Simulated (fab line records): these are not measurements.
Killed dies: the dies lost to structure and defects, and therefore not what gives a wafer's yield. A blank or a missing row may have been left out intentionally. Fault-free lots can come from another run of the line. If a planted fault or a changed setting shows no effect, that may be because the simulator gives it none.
fab line records -- flow gf180mcu
record lots=12, wafers=36, last_day=34
route steps=602 shown V4@492 MIM@513 V5@542
lots untouched by any fault: they come from a run of this same line in which no faults occurred
start_h: hours from the record's first day to the start of the lot's first wafer shown -- wait_h: hours from the lot's prior step to this one -- " the same as in the row above -- L1.1+2: several wafers, shown together as one row -- - value missing, or start not given -- * or withheld: withheld -- < > ~ a bound
route shown NAME@n: names a module that has steps shown in the file, with the first one's number in the route -- usual: average and standard deviation across the fault-free wafers -- same: alike in all rows -- chamber/n: place in a boat -- sites: each site's reading -- _std_site: how widely they spread, as a standard deviation -- _edge_site: inner sites' mean taken away from outer sites' mean -- radius_mm: for every site, how far away it sits from the centre of the wafer -- mask NAME#n: copy n -- behind: tool/chamber where the wafer was last shaped -- hold: what put the lot on hold/how long, in hours/how the hold closed -- device: names the non-switching transistor (n, p or np) -- end of line: tests of these same wafers at the route's end -- for a step that has no rows: nothing shown but its recipe -- killed: dies that structure and defects cost at the first sort, which is not the same as the wafer's yield -- map: the dies of a wafer, with x for killed, . for not killed, _ for no die there
set.NAME: the setting as run; set.NAME@STEP: as run at that earlier step -- model.NAME: the simulator's own value behind a step, which no gauge read
a sample of lots followed through the steps of the route, with each step as a table and each wafer as a row
services: a tool's chamber out of use, with start hour (start_h, from the record's first day; less than 0 if before it), hours out, and reason
## steps
# step GF_V4_ETCH_16
# recipe chemistry=N2/H2, target_depth_a=withheld, overetch_a=withheld, time_s=withheld, target=BARC, ion_energy_ev=200, source_w=500, bias_w=100, pressure_mtorr=30, n2_flow_sccm=100, h2_flow_sccm=200
# usual drypump_motor_current_A=5.8/0.61, oes_product_au=0.855/0.0049, throttle_valve_pct=13.225/0.0091
lot.wafer,tool,chamber,start_h,wait_h,drypump_motor_current_A,oes_product_au,throttle_valve_pct
L630.3,rie_diel-01,2,559.72,0.0,6.1,0.852,13.215
L630.4,rie_diel-01,0,559.72,0.0,6.4,0.855,13.223
L630.6,rie_diel-01,3,559.72,0.0,5.8,0.849,13.222
L635.1,rie_diel-04,3,604.79,0.0,6.4,0.856,13.225
L635.3,rie_diel-04,2,604.79,0.0,6.1,0.872,13.232
L635.4,rie_diel-04,0,604.79,0.0,5.0,0.859,13.221
L638.1,rie_diel-02,3,626.82,0.0,5.4,0.857,13.230
L638.2,rie_diel-02,2,626.82,0.0,5.0,0.857,13.231
L638.6,rie_diel-02,3,626.82,0.0,5.4,0.856,13.213
L639.2,rie_diel-02,2,633.97,0.0,5.0,0.851,13.231
L639.3,rie_diel-02,0,633.97,0.0,6.3,0.855,13.245
L639.5,rie_diel-02,3,633.97,0.0,5.4,0.852,13.222
L640.1,rie_diel-02,2,640.77,0.0,5.0,0.859,13.227
L640.3,rie_diel-02,3,640.77,0.0,5.4,0.858,13.231
L640.4,rie_diel-02,0,640.77,0.0,6.3,0.862,13.233
L644.3,rie_diel-01,3,672.65,0.0,5.8,0.861,13.214
L644.4,rie_diel-01,0,672.65,0.0,6.4,0.865,13.241
L644.5,rie_diel-01,1,672.65,0.0,6.5,0.857,13.227
L645.2,rie_diel-02,3,684.97,0.0,5.4,0.856,13.226
L645.3,rie_diel-02,1,684.97,0.0,5.1,0.850,13.227
L645.6,rie_diel-02,3,684.97,0.0,5.4,0.857,13.223
L646.2,rie_diel-02,3,692.69,0.0,5.4,0.857,13.225
L646.4,rie_diel-02,1,692.69,0.0,5.1,0.851,13.206
L646.6,rie_diel-02,1,692.69,0.0,5.1,0.846,13.230
L647.1,rie_diel-04,1,701.07,0.0,6.6,0.849,13.235
L647.2,rie_diel-04,3,701.07,0.0,6.4,0.855,13.210
L647.5,rie_diel-04,2,701.07,0.0,6.1,0.859,13.229
L650.2,rie_diel-04,2,711.17,0.0,6.1,0.849,13.224
L650.4,rie_diel-04,1,711.17,0.0,6.5,0.851,13.233
L650.5,rie_diel-04,0,711.17,0.0,5.0,0.849,13.214
L652.2,rie_diel-04,2,726.70,0.0,6.1,0.860,13.226
L652.3,rie_diel-04,0,726.70,0.0,5.0,0.863,13.235
L652.5,rie_diel-04,0,726.70,0.0,5.0,0.851,13.227
L653.1,rie_diel-02,0,728.77,0.0,6.3,0.854,13.226
L653.5,rie_diel-02,2,728.77,0.0,5.0,0.856,13.228
L653.6,rie_diel-02,3,728.77,0.0,5.4,0.853,13.220
# step GF_V4_STRIP_18
# recipe chemistry=O2/N2, power_w=1400, pressure_mtorr=1500, platen_temp_c=250, o2_flow_sccm=3000, n2_flow_sccm=300, overash_fraction=0.5
# usual drypump_motor_current_A=5.99/0.26, heater_power_w=362/13, o2_flow_sccm=3001/8.9, oes_product_au=0.594/0.0051
lot.wafer,tool,chamber,start_h,wait_h,drypump_motor_current_A,heater_power_w,o2_flow_sccm,oes_product_au,rf_hours_counter_h
L630.3,plasma_asher-04,0,559.89,-,6.14,384,2998,0.595,-
L630.4,plasma_asher-04,1,559.89,-,5.60,363,3003,0.595,-
L630.6,plasma_asher-04,0,559.89,-,6.14,385,2993,0.592,-
L635.1,plasma_asher-01,0,604.92,-,5.98,365,2973,0.596,14
L635.3,plasma_asher-01,1,604.92,-,6.29,356,2998,0.584,-
L635.4,plasma_asher-01,0,604.92,-,6.00,358,2988,0.595,-
L638.1,plasma_asher-01,0,627.02,-,5.98,368,3003,0.597,16
L638.2,plasma_asher-01,1,627.02,-,6.31,348,3001,0.595,16
L638.6,plasma_asher-01,1,627.02,-,6.28,349,2996,0.595,-
L639.2,plasma_asher-03,0,634.10,-,5.76,366,2993,0.600,78
L639.3,plasma_asher-03,0,634.10,-,5.73,350,2985,0.585,-
L639.5,plasma_asher-03,1,634.10,-,6.26,348,2996,0.594,-
L640.1,plasma_asher-04,1,640.90,-,5.59,356,3008,0.603,58
L640.3,plasma_asher-04,1,640.90,-,5.59,358,3007,0.602,-
L640.4,plasma_asher-04,0,640.90,-,6.13,388,3011,0.594,-
L644.3,plasma_asher-03,0,672.81,-,5.73,358,2999,0.597,-
L644.4,plasma_asher-03,1,672.81,-,6.29,356,2999,0.598,-
L644.5,plasma_asher-03,1,672.81,-,6.28,351,3014,0.590,-
L645.2,plasma_asher-03,1,685.10,-,6.27,351,2985,0.596,83
L645.3,plasma_asher-03,1,685.10,-,6.31,341,2997,0.602,-
L645.6,plasma_asher-03,0,685.10,-,5.74,354,3000,0.599,-
L646.2,plasma_asher-04,1,692.82,-,5.58,365,3002,0.595,64
L646.4,plasma_asher-04,1,692.82,-,5.58,364,3014,0.589,-
L646.6,plasma_asher-04,1,692.82,-,5.59,362,3009,0.599,-
L647.1,plasma_asher-01,0,701.20,-,5.97,362,3015,0.588,24
L647.2,plasma_asher-01,1,701.20,-,6.27,355,3018,0.600,24
L647.5,plasma_asher-01,1,701.20,-,6.28,351,3001,0.582,-
L650.2,plasma_asher-01,0,711.30,-,5.97,356,2994,0.592,25
L650.4,plasma_asher-01,1,711.30,-,6.28,353,2993,0.589,-
L650.5,plasma_asher-01,1,711.30,-,6.29,355,2998,0.588,-
L652.2,plasma_asher-04,0,726.83,-,6.12,393,3013,0.594,67
L652.3,plasma_asher-04,1,726.83,-,5.59,350,3002,0.584,-
L652.5,plasma_asher-04,1,726.83,-,5.59,367,2990,0.586,-
L653.1,plasma_asher-01,0,728.90,-,5.96,367,3003,0.587,27
L653.5,plasma_asher-01,1,728.90,-,6.27,349,3004,0.590,-
L653.6,plasma_asher-01,0,728.90,-,5.99,365,3000,0.590,-
# step GF_MIM_RS_MEAS_10
# recipe thk_meas_gauge=four-point-probe, reads=TiN_of_MIM_SPUTTER_09+AlCu_of_MIM_SPUTTER_08+TiN_of_MIM_SPUTTER_07
# usual MIM_ALCU_RS=0.1599/0.0017
lot.wafer,tool,chamber,start_h,wait_h,MIM_ALCU_RS[ohm/sq]
L630.3,film_metro-01,-,561.53,0.1,0.1605
L630.4,film_metro-01,-,561.53,0.1,0.1599
L630.6,film_metro-01,-,561.53,0.1,0.1607
L635.1,film_metro-01,-,606.65,0.0,0.1577
L635.3,film_metro-01,-,606.65,0.0,0.1592
L635.4,film_metro-01,-,606.65,0.0,0.1579
L638.1,film_metro-04,-,628.69,0.0,0.1602
L638.2,film_metro-04,-,628.69,0.0,0.1590
L638.6,film_metro-04,-,628.69,0.0,0.1595
L639.2,film_metro-04,-,635.76,0.0,0.1616
L639.3,film_metro-04,-,635.76,0.0,0.1602
L639.5,film_metro-04,-,635.76,0.0,0.1603
L640.1,film_metro-01,-,642.54,0.0,0.1578
L640.3,film_metro-01,-,642.54,0.0,0.1572
L640.4,film_metro-01,-,642.54,0.0,0.1602
L644.3,film_metro-04,-,674.46,0.1,0.1609
L644.4,film_metro-04,-,674.46,0.1,0.1609
L644.5,film_metro-04,-,674.46,0.1,0.1614
L645.2,film_metro-03,-,686.80,0.0,0.1565
L645.3,film_metro-03,-,686.80,0.0,0.1582
L645.6,film_metro-03,-,686.80,0.0,0.1580
L646.2,film_metro-01,-,694.55,0.0,0.1592
L646.4,film_metro-01,-,694.55,0.0,0.1644
L646.6,film_metro-01,-,694.55,0.0,0.1638
L647.1,film_metro-04,-,702.84,0.0,0.1626
L647.2,film_metro-04,-,702.84,0.0,0.1599
L647.5,film_metro-04,-,702.84,0.0,0.1608
L650.2,film_metro-04,-,712.96,0.0,0.1561
L650.4,film_metro-04,-,712.96,0.0,0.1583
L650.5,film_metro-04,-,712.96,0.0,0.1579
L652.2,film_metro-03,-,728.49,0.0,0.1595
L652.3,film_metro-03,-,728.49,0.0,0.1631
L652.5,film_metro-03,-,728.49,0.0,0.1611
L653.1,film_metro-04,-,730.57,0.0,0.1606
L653.5,film_metro-04,-,730.57,0.0,0.1600
L653.6,film_metro-04,-,730.57,0.0,0.1607
# step GF_V5_CVD_02
# recipe material=SiO2, target_thk_nm=1450, precursor=TEOS, temp_c=400, time_s=163.28, rf_w=600
# usual heater_power_w=687/95
lot.wafer,tool,chamber,start_h,wait_h,heater_power_w
L630.3,pecvd-01,2,605.51,0.0,491
L630.4,pecvd-01,0,605.51,0.0,579
L630.6,pecvd-01,2,605.51,0.0,550
L635.1,pecvd-04,0,648.27,0.1,744
L635.3,pecvd-04,1,648.27,0.1,668
L635.4,pecvd-04,2,648.27,0.1,641
L638.1,pecvd-04,2,668.99,0.1,741
L638.2,pecvd-04,1,668.99,0.1,734
L638.6,pecvd-04,1,668.99,0.1,606
L639.2,pecvd-04,0,676.49,0.0,853
L639.3,pecvd-04,1,676.49,0.0,759
L639.5,pecvd-04,2,676.49,0.0,773
L640.1,pecvd-03,1,682.05,0.1,621
L640.3,pecvd-03,2,682.05,0.1,720
L640.4,pecvd-03,0,682.05,0.1,637
L644.3,pecvd-03,2,712.18,0.0,653
L644.4,pecvd-03,2,712.18,0.0,700
L644.5,pecvd-03,0,712.18,0.0,628
L645.2,pecvd-03,0,724.34,0.0,716
L645.3,pecvd-03,1,724.34,0.0,676
L645.6,pecvd-03,0,724.34,0.0,793
L646.2,pecvd-04,2,731.98,0.0,779
L646.4,pecvd-04,0,731.98,0.0,874
L646.6,pecvd-04,1,731.98,0.0,604
L647.1,pecvd-04,2,738.74,0.1,645
L647.2,pecvd-04,0,738.74,0.1,795
L647.5,pecvd-04,0,738.74,0.1,869
L650.2,pecvd-04,1,747.72,0.0,725
L650.4,pecvd-04,2,747.72,0.0,751
L650.5,pecvd-04,0,747.72,0.0,843
L652.2,pecvd-04,2,762.89,0.0,727
L652.3,pecvd-04,0,762.89,0.0,818
L652.5,pecvd-04,1,762.89,0.0,603
L653.1,pecvd-03,1,765.39,0.1,663
L653.5,pecvd-03,0,765.39,0.1,761
L653.6,pecvd-03,1,765.39,0.1,534
# step GF_V5_THK_MEAS_03
# recipe reads=SiO2_of_V5_CVD_02
# usual V5_CVD_02_THK=1448/17
lot.wafer,tool,chamber,start_h,wait_h,V5_CVD_02_THK[nm]
L630.3,film_metro-01,-,605.64,0.1,1429
L630.4,film_metro-01,-,605.64,0.1,1470
L630.6,film_metro-01,-,605.64,0.1,1436
L635.1,film_metro-02,-,648.38,0.1,1448
L635.3,film_metro-02,-,648.38,0.1,1435
L635.4,film_metro-02,-,648.38,0.1,1461
L638.1,film_metro-03,-,669.10,0.1,1914
L638.2,film_metro-03,-,669.10,0.1,1909
L638.6,film_metro-03,-,669.10,0.1,1933
L639.2,film_metro-02,-,676.61,0.1,1900
L639.3,film_metro-02,-,676.61,0.1,1889
L639.5,film_metro-02,-,676.61,0.1,1933
L640.1,film_metro-03,-,682.16,0.1,1424
L640.3,film_metro-03,-,682.16,0.1,1428
L640.4,film_metro-03,-,682.16,0.1,1462
L644.3,film_metro-01,-,712.31,0.1,1455
L644.4,film_metro-01,-,712.31,0.1,1468
L644.5,film_metro-01,-,712.31,0.1,1486
L645.2,film_metro-01,-,724.48,0.1,1443
L645.3,film_metro-01,-,724.48,0.1,1419
L645.6,film_metro-01,-,724.48,0.1,1450
L646.2,film_metro-03,-,732.10,0.1,1431
L646.4,film_metro-03,-,732.10,0.1,1457
L646.6,film_metro-03,-,732.10,0.1,1454
L647.1,film_metro-03,-,738.85,0.1,1431
L647.2,film_metro-03,-,738.85,0.1,1427
L647.5,film_metro-03,-,738.85,0.1,1457
L650.2,film_metro-03,-,747.84,0.1,1436
L650.4,film_metro-03,-,747.84,0.1,1464
L650.5,film_metro-03,-,747.84,0.1,1461
L652.2,film_metro-02,-,763.01,0.1,1457
L652.3,film_metro-02,-,763.01,0.1,1458
L652.5,film_metro-02,-,763.01,0.1,1475
L653.1,film_metro-02,-,765.50,0.1,1405
L653.5,film_metro-02,-,765.50,0.1,1467
L653.6,film_metro-02,-,765.50,0.1,1429
## services
tool,chamber,start_h,hours,kind
rie_diel-02,-,540.01,2.8,pm
pecvd-01,-,556.27,2.8,pm
pecvd-03,0,569.63,5.5,repair
pecvd-04,-,591.12,14.0,pm
pecvd-04,0,591.12,14.0,vent_cycle
pecvd-04,1,591.12,14.0,vent_cycle
pecvd-04,2,591.12,14.0,vent_cycle
rie_diel-04,1,595.74,14.2,repair
plasma_asher-01,-,601.45,0.7,repair
rie_diel-02,2,605.02,14.8,repair
pecvd-04,0,605.12,-,clean
pecvd-04,1,605.12,-,clean
pecvd-01,-,615.67,14.6,pm
rie_diel-04,0,617.96,2.9,repair
rie_diel-02,1,618.44,18.0,repair
plasma_asher-01,-,623.24,2.8,pm
rie_diel-02,0,623.60,3.6,repair
rie_diel-01,1,628.18,10.9,repair
plasma_asher-01,-,629.85,0.5,repair
plasma_asher-01,-,677.63,0.8,repair
plasma_asher-01,-,679.53,2.9,repair
rie_diel-04,1,680.60,7.0,repair
rie_diel-04,0,731.77,3.0,repair
pecvd-04,2,752.51,5.6,repair
## key
first_sign step=GF_V5_THK_MEAS_03, reading=V5_CVD_02_THK, direction=up, sigmas=28, usual=1448, struck=1913
effect none on later readings
met_at GF_V5_CVD_02
struck_lots L638,L639
not_acting_at GF_V4_ETCH_16,GF_V4_STRIP_18,GF_MIM_RS_MEAS_10
onset_between 648.27 668.99
fault kind=process_parameter_drift, tool=pecvd-04, chamber=-, onset_h=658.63, steps=GF_V5_CVD_02, channel=target_thk_nm, offset=481.11, shape=step, end_h=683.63, acts_in=these_recipes_only, stated=1450
